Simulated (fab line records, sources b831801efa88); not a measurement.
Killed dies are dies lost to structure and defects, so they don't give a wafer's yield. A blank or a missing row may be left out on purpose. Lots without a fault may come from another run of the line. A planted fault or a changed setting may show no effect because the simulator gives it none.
fab line records | flow sky130 | part 2 of 2: steps 23 to 31 of 31
record lots=5 wafers=15 last_day=50
route steps=708 shown METAL1@447 VIA1@458
lots that met no fault: from a run of the same line without faults
start_h: hours from the record's first day to the start of the lot's first wafer shown | wait_h: hours since the lot's step before | " the same as in the row above | L1.1+2: a row that stands for several wafers | - no value, or no start given | * or withheld: withheld | < > ~ a bound
route shown NAME@n: a module of which the file shows steps, and the number in the route of the first | usual: mean/standard deviation of fault-free wafers | same: alike in all rows | chamber/n: place in a boat | sites: the reading at each site | _std_site: their standard deviation | _edge_site: outer sites' mean less inner sites' | radius_mm: how far each site lies from the wafer's centre | mask NAME#n: copy n | behind: the tool/chamber that last shaped the wafer | hold: why the lot was held/for how many hours/how that ended | device: the transistor (n, p or np) that didn't switch | end of line: the same wafers' tests at the end of the route | a step without rows: its recipe alone | killed: dies lost to structure and defects at the first sort, not the wafer's yield | map: a wafer's dies, x killed, . not, _ none there
set.NAME: the setting as run; set.NAME@STEP: as run at that earlier step | model.NAME: the simulator's own value behind a step, which no gauge read
lots at some steps of the route; a table a step, a row a wafer
services: from which hour (start_h, from the record's first day; less than 0 if before it) a tool's chamber was out of use, for how many hours, and why
## steps
# step SKY_VIA1_DEVELOP_11
# recipe develop_time_s=60 resist=KrF-thick dev_temp_c=21
# usual exhaust_pa=44.9/0.84 resist_line_temp_C=23.00/0.1
# columns lot.wafer tool chamber start_h wait_h exhaust_pa resist_line_temp_C
L078.3 litho_track-01 0 - - 45.1 23.08
L078.4 " 0 " " 44.3 22.98
L078.6 " 0 " " 45.4 22.90
L084.1 litho_track-02 0 - - 44.0 23.08
L084.4 " 0 " " 44.2 23.07
L084.5 " 0 " " 44.9 23.06
L087.1 litho_track-01 0 - - 45.2 22.89
L087.2 " 0 " " 46.3 23.14
L087.5 " 0 " " 45.5 23.11
L093.2 litho_track-03 0 - - 42.7 23.06
L093.5 " 0 " " 44.8 22.92
L093.6 " 0 " " 44.4 23.06
L096.2 litho_track-03 0 - - 46.0 23.11
L096.4 " 0 " " 45.2 23.16
L096.6 " 0 " " 45.5 23.06
# step SKY_VIA1_CD_MEAS_12
# recipe target_cd_nm=150
# usual cd_nm=150.0/1.5
# columns lot.wafer tool chamber start_h wait_h cd_nm
L078.3 cd_sem-02 - 819.10 - 150.5
L078.4 " - " " 152.7
L078.6 " - " " 150.8
L084.1 cd_sem-02 - 883.30 - 147.3
L084.4 " - " " 149.0
L084.5 " - " " 151.6
L087.1 cd_sem-01 - 892.96 - 150.2
L087.2 " - " " 149.2
L087.5 " - " " 151.6
L093.2 cd_sem-01 - 936.03 - 151.1
L093.5 " - " " 150.4
L093.6 " - " " 150.4
L096.2 cd_sem-01 - 952.90 - 150.6
L096.4 " - " " 151.3
L096.6 " - " " 151.0
# step SKY_VIA1_OVL_MEAS_13
# usual VIA1_OVL=0/6.2
# columns lot.wafer tool chamber start_h wait_h VIA1_OVL[nm]
L078.3 overlay-02 - 819.19 0.1 -10
L078.4 " - " " 1
L078.6 " - " " -5
L084.1 overlay-02 - 883.42 0.1 2
L084.4 " - " " 6
L084.5 " - " " -5
L087.1 overlay-02 - 893.08 0.1 -6
L087.2 " - " " -7
L087.5 " - " " -13
L093.2 overlay-02 - 936.14 0.1 4
L093.5 " - " " 4
L093.6 " - " " 4
L096.2 overlay-02 - 953.00 0.1 -4
L096.4 " - " " -8
L096.6 " - " " 2
# step SKY_VIA1_ETCH_14
# recipe chemistry=N2/H2 target=BARC ion_energy_ev=200 source_w=500 bias_w=100 pressure_mtorr=30 n2_flow_sccm=100 h2_flow_sccm=200 stop_on=SiO2 time_s=45.9 target_depth_a=600
# usual chamber_pressure_mTorr=30.00/0.03 drypump_motor_current_A=5.8/0.38 oes_product_au=0.856/0.0052 throttle_valve_pct=13.224/0.0094
# columns lot.wafer tool chamber start_h wait_h chamber_pressure_mTorr drypump_motor_current_A oes_product_au rf_hours_counter_h throttle_valve_pct
L078.3 rie_diel-02 0 819.21 0.0 29.99 5.2 0.853 22 13.208
L078.4 " 3 " " 30.02 5.7 0.845 4 13.231
L078.6 " 1 " " 30.07 5.7 0.856 - 13.218
L084.1 rie_diel-03 0 883.46 0.0 30.01 5.1 0.854 5 13.223
L084.4 " 3 " " 30.01 5.6 0.856 22 13.211
L084.5 " 1 " " 30.00 6.2 0.857 - 13.226
L087.1 rie_diel-04 2 893.11 0.0 29.97 6.2 0.857 8 13.228
L087.2 " 3 " " 29.98 5.7 0.862 0 13.208
L087.5 " 3 " " 30.01 5.7 0.854 - 13.209
L093.2 rie_diel-02 2 936.17 0.0 30.00 6.5 0.850 19 13.244
L093.5 " 2 " " 29.99 6.4 0.856 - 13.222
L093.6 " 1 " " 29.99 5.8 0.852 - 13.225
L096.2 rie_diel-03 3 953.03 0.0 30.03 5.6 0.848 23 13.230
L096.4 " 2 " " 30.01 5.7 0.851 15 13.236
L096.6 " 2 " " 29.94 5.8 0.854 - 13.233
# step SKY_VIA1_ETCH_15
# recipe target=SiO2 chemistry=C4F8/O2/Ar target_depth_nm=351 stop_on=TiN mask_material=KrF-thick source_w=1500 bias_w=1200 pressure_mtorr=40 c4f8_flow_sccm=withheld O2_flow_sccm=6 Ar_flow_sccm=300 time_s=54
# usual chamber_pressure_mTorr=40.00/0.036 oes_product_au=0.981/0.0061
# columns lot.wafer tool chamber start_h wait_h chamber_pressure_mTorr oes_product_au rf_hours_counter_h
L078.3 rie_diel-02 0 819.26 0.0 39.98 0.986 22
L078.4 " 3 " " 40.01 0.992 4
L078.6 " 1 " " 39.99 0.982 -
L084.1 rie_diel-03 0 883.50 0.0 39.96 0.981 5
L084.4 " 3 " " 39.97 0.982 22
L084.5 " 1 " " 39.97 0.984 -
L087.1 rie_diel-04 2 893.16 0.0 40.06 0.978 8
L087.2 " 3 " " 40.00 0.983 0
L087.5 " 3 " " 39.98 0.988 -
L093.2 rie_diel-02 2 936.21 0.0 40.04 0.984 19
L093.5 " 2 " " 39.97 0.981 -
L093.6 " 1 " " 40.03 0.979 -
L096.2 rie_diel-03 3 953.08 0.0 40.01 0.975 23
L096.4 " 2 " " 40.04 0.987 15
L096.6 " 2 " " 40.00 0.990 -
# step SKY_VIA1_STRIP_16
# recipe chemistry=O2/N2 power_w=1400 pressure_mtorr=1500 platen_temp_c=withheld o2_flow_sccm=3000 n2_flow_sccm=300 overash_fraction=0.5
# usual chamber_pressure_mTorr=1500.2/1.5 drypump_motor_current_A=5.67/0.23 oes_product_au=0.416/0.0047 strip_time_to_endpoint_s=4.460/0.021
# columns lot.wafer tool chamber start_h wait_h chamber_pressure_mTorr drypump_motor_current_A oes_product_au rf_hours_counter_h strip_time_to_endpoint_s
L078.3 plasma_asher-02 0 819.34 0.1 1497.9 5.46 0.406 - 4.447
L078.4 " 1 " " 1501.7 5.72 0.412 - 4.445
L078.6 " 1 " " 1500.5 5.73 0.409 - 4.441
L084.1 plasma_asher-03 0 883.55 0.0 1500.1 6.01 0.416 104 4.446
L084.4 " 1 " " 1502.2 5.57 0.413 - 4.462
L084.5 " 0 " " 1502.2 6.05 0.411 - 4.486
L087.1 plasma_asher-01 1 893.20 0.0 1499.1 5.99 0.417 15 4.458
L087.2 " 0 " " 1499.9 5.43 0.415 15 4.425
L087.5 " 1 " " 1500.2 5.97 0.421 - 4.432
L093.2 plasma_asher-02 0 936.26 0.0 1499.5 5.46 0.424 51 4.481
L093.5 " 1 " " 1499.1 5.72 0.416 - 4.478
L093.6 " 0 " " 1499.9 5.46 0.424 - 4.458
L096.2 plasma_asher-01 1 953.12 0.0 1498.3 6.04 0.416 20 4.458
L096.4 " 1 " " 1496.3 6.04 0.417 - 4.446
L096.6 " 1 " " 1499.5 6.04 0.415 - 4.440
# step SKY_VIA1_STRIP_17
# recipe chemistry=post_etch_residue_remover time_s=1200 temp_c=72.5
# usual bath_heat_duty_pct=14.6/1.6
# columns lot.wafer tool chamber start_h wait_h bath_heat_duty_pct
L078.3 wet_bench-03 3 819.40 0.0 13.7
L078.4 " 3 " " 12.6
L078.6 " 3 " " 13.4
L084.1 wet_bench-01 3 883.65 0.1 14.5
L084.4 " 3 " " 14.8
L084.5 " 3 " " 14.4
L087.1 wet_bench-04 3 893.30 0.1 14.4
L087.2 " 3 " " 14.3
L087.5 " 3 " " 14.2
L093.2 wet_bench-04 2 936.36 0.1 14.0
L093.5 " 2 " " 14.7
L093.6 " 2 " " 15.4
L096.2 wet_bench-03 3 953.22 0.1 13.5
L096.4 " 3 " " 13.7
L096.6 " 3 " " 12.9
# step SKY_VIA1_CLEAN_18
# recipe chemistry=IPA time_s=180 temp_c=25
# usual bath_heat_duty_pct=6.5/0.8
# columns lot.wafer tool chamber start_h wait_h bath_heat_duty_pct
L078.3 wet_bench-03 1 819.74 0.0 6.0
L078.4 " 1 " " 5.8
L078.6 " 1 " " 5.4
L084.1 wet_bench-03 2 883.99 0.0 5.8
L084.4 " 2 " " 5.3
L084.5 " 2 " " 5.7
L087.1 wet_bench-01 0 893.64 0.0 7.5
L087.2 " 0 " " 6.3
L087.5 " 0 " " 7.1
L093.2 wet_bench-03 3 936.73 0.0 5.8
L093.5 " 3 " " 6.6
L093.6 " 3 " " 5.9
L096.2 wet_bench-01 3 953.60 0.0 6.3
L096.4 " 3 " " 6.7
L096.6 " 3 " " 5.8
# step SKY_VIA1_CLEAN_19
# recipe chemistry=O3/DIW dry=n2_spin
# columns lot.wafer tool chamber start_h wait_h
L078.3+4+6 wet_bench-03 0 819.80 0.0
L084.1+4+5 wet_bench-04 2 884.05 0.0
L087.1+2+5 wet_bench-01 3 893.70 0.0
L093.2+5+6 wet_bench-03 3 936.79 0.0
L096.2+4+6 wet_bench-04 3 953.65 0.0
## services
# columns tool chamber start_h hours kind
cmp-02 - 769.29 1.8 repair
hdpcvd-01 - 772.36 0.7 repair
cmp-02 - 775.22 1.1 repair
wet_bench-04 - 779.06 53.9 pm
krf_scanner-01 - 799.99 4.4 pm
krf_scanner-01 - 810.93 0.8 pm
rie_diel-02 3 824.09 6.3 repair
rie_diel-02 1 829.79 5.2 repair
rie_metal-02 - 861.96 14.6 pm
krf_scanner-01 - 862.37 1.3 pm
hdpcvd-01 - 880.47 6.0 pm
rie_metal-02 - 884.19 5.3 repair
krf_scanner-01 - 889.30 4.0 pm
krf_scanner-01 - 894.37 1.0 pm
plasma_asher-04 - 897.69 3.1 repair
wet_bench-03 - 898.55 2.6 repair
rie_metal-02 - 898.65 2.8 pm
rie_diel-03 - 905.88 0.6 repair
rie_metal-01 0 912.01 19.8 repair
cmp-02 - 916.20 6.6 pm
rie_diel-02 0 916.38 5.2 repair
rie_diel-03 3 918.45 7.8 repair
hdpcvd-01 0 930.30 4.3 repair
hdpcvd-01 - 950.25 15.0 pm
